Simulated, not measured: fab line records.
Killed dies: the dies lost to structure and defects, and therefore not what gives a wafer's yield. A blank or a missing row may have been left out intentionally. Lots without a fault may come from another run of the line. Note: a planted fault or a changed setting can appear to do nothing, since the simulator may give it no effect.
Chamber matching    flow gf180mcu    3 sister chambers for GF_V3_CVD_02 on pecvd-04
The step deposits SiO2 from TEOS, target thk 850 nm, time 94.851 s. 14 wafers are shown with their chamber, then 7 later ones without.

WAFERS WITH THEIR CHAMBER
wafer   chamber  heater power w (W)
L991.2  0        784
L991.3  1        666
L991.6  0        626
L992.1  0        697
L992.4  0        752
L992.6  1        579
L993.1  2        512
L993.4  2        528
L993.5  1        729
L107.2  0        771
L107.3  1        645
L107.4  0        634
L108.2  2        422
L108.4  0        625

SIGNATURES, as means of the wafers listed above
reading         chamber 0  chamber 1  chamber 2  scatter within a chamber
heater power w  698.43     654.75     487.33     66.2
Rule: a wafer lies at a distance from a chamber equal to the root of the sum of squares, over the readings, of (its reading less the chamber's mean, divided by the reading's scatter). If the next closest chamber is less than 2 further off than the closest, the wafer can't be placed; otherwise it belongs to the closest. The scatter: the root of (the sum of the squares of (reading less its chamber's mean) over the shown wafers, divided by (wafers less chambers)).

WAFERS WITHOUT THEIR CHAMBER
wafer   heater power w (W)
L108.5  737
L112.1  717
L112.3  655
L112.6  727
L114.3  738
L114.4  535
L114.5  708

CHAMBER TAKEN BY EACH
wafer   from the rows above           in truth
L108.5  can't be placed: 0 or 1       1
L112.1  can't be placed: 0 or 1       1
L112.3  can't be placed: 1 or 0       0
L112.6  can't be placed: 0 or 1       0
L114.3  can't be placed: 0 or 1       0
L114.4  can't be placed: 2 or 1 or 0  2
L114.5  can't be placed: 0 or 1       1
Correct placement for 0 of the 7. Not placeable from these rows: 7 (in 7, the candidates include the true chamber). Number placed wrongly: 0.
